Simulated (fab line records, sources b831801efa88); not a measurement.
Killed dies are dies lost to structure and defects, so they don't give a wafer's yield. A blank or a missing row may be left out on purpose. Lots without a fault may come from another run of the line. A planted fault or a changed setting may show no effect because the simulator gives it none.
Problem report in the 8D (eight disciplines) form, filled by code | flow sky130 | the parts of the form that need people (team, actions taken, sign-off) are left out

1. THE PROBLEM
CONTACT_W_RS at SKY_CONTACT_RS_MEAS_25 reads a mean of 0.214 ohm/sq on 1 wafer of 1 lot; wafers without a fault read 0.339 ohm/sq with a standard deviation of 0.0031. That is -40 standard deviations from the usual mean.
The step: measures by four-point-probe.
First seen on wafer L714.2, day 37 11:45, on film_metro-01. The record holds 30 wafers of 10 lots with a number at this step. Rule for "out", or "out of limits": more than 4 standard deviations from the usual mean. The other wafers with a number count as sound.

2. WHAT IT IS AND WHAT IT IS NOT
question                    | is                | is not
which readings at this step | CONTACT_W_RS      | -
which lots                  | L714              | L698, L699, L700, L703, L705, L707, L708, L716, L718
which wafers of those lots  | L714.2            | L714.5, L714.6
read on which gauges        | film_metro-01     | film_metro-02, film_metro-03
when                        | from day 37 11:45 | up to then (23 sound wafers); but 6 sound wafers of L716, L718 came after

3. SUSPECTS, AND WHAT RULES EACH OUT
Counting: a tool at a process step up to the reading stays a suspect if it ran every lot that is out. Sound lots after the first of them don't rule it out here, since some wafers of a struck lot are sound.
- the gauge at SKY_CONTACT_RS_MEAS_25: ruled out. All the wafers that are out were read on film_metro-01, but those of them that SKY_CONTACT_CMP_27 has rows for are out there too, on other tools.
- rie_metal-03 at SKY_LOCAL_INTERCONNECT_METAL_ETCH_14 (etches TiN in Cl2/BCl3, stops on PSG, target depth 110 nm, time 31.4 s): kept. It ran the lot that is out, L714 (day 36 07:44); its last sound lot up to then is L703 (day 35 01:32).
- rie_diel-02 at SKY_CONTACT_ETCH_18 (etches Si3N4 in CHF3/O2, stops on TiN, time 39 s, target depth 75 nm): kept. It ran the lot that is out, L714 (day 37 11:37); its last sound lot up to then is L703 (day 36 06:09). SKY_CONTACT_ETCH_18 gives no start for some lots, so the hours and the order of its lots are those of SKY_CONTACT_CVD_24.
- cvd_w-02 at SKY_CONTACT_CVD_24 (deposits W, target thk 340 nm, time 102.12 s): kept. It ran the lot that is out, L714 (day 37 11:37); its last sound lot up to then is L708 (day 36 04:10).
- Within rie_diel-02 at SKY_CONTACT_ETCH_18: the wafers that are out ran in chamber 3; their sound lot-mates ran in chambers 0, 1.
Left after counting: rie_metal-03 at SKY_LOCAL_INTERCONNECT_METAL_ETCH_14, rie_diel-02 at SKY_CONTACT_ETCH_18, cvd_w-02 at SKY_CONTACT_CVD_24.

4. THE CAUSE (what the simulator had put in)
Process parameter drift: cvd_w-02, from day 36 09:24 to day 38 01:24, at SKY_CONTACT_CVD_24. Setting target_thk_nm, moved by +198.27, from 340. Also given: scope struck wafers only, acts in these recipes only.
Counting left 3 suspects, and this tool is among them.

5. THE CHAIN OF EFFECTS, in route order
Each row: a reading whose mean over the struck wafers that have a number lies more than 3 standard deviations from the usual. Only readings for which the record gives a usual standard deviation are gone through. hours: the time from each lot's start at the first step in this table that gives one to its start at this step, as a median over the lots. sigmas: the change in usual standard deviations.
hours | step                    | reading            | usual        | on struck wafers | change | sigmas
0     | SKY_CONTACT_RS_MEAS_25  | CONTACT_W_RS       | 0.339 ohm/sq | 0.214            | -0.125 | -40
4     | SKY_CONTACT_THK_MEAS_26 | CONTACT_W_THK      | 327 nm       | 498              | +171   | +49
13    | SKY_CONTACT_CMP_27      | time_to_endpoint_s | 83 s         | 132              | +49    | +12
The process steps in it:
- SKY_CONTACT_CMP_27: polishes, stops on SiO2, t overpolish 15 s, target thk 0 nm.

6. WHAT WOULD HAVE CAUGHT IT SOONER
In this record the first reading out of limits at a measuring or inspecting step was taken at day 37 11:45, 26 hours after the fault began at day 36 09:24.
Of the tool readings at SKY_CONTACT_CVD_24 for which the record gives a usual standard deviation, none was out on any struck wafer, so an alarm limit of 4 standard deviations on them would not have fired.
All the lots that are out (1) had begun SKY_CONTACT_CVD_24 on cvd_w-02 by day 37 11:45. A hold on the tool at that time would have spared none of them.
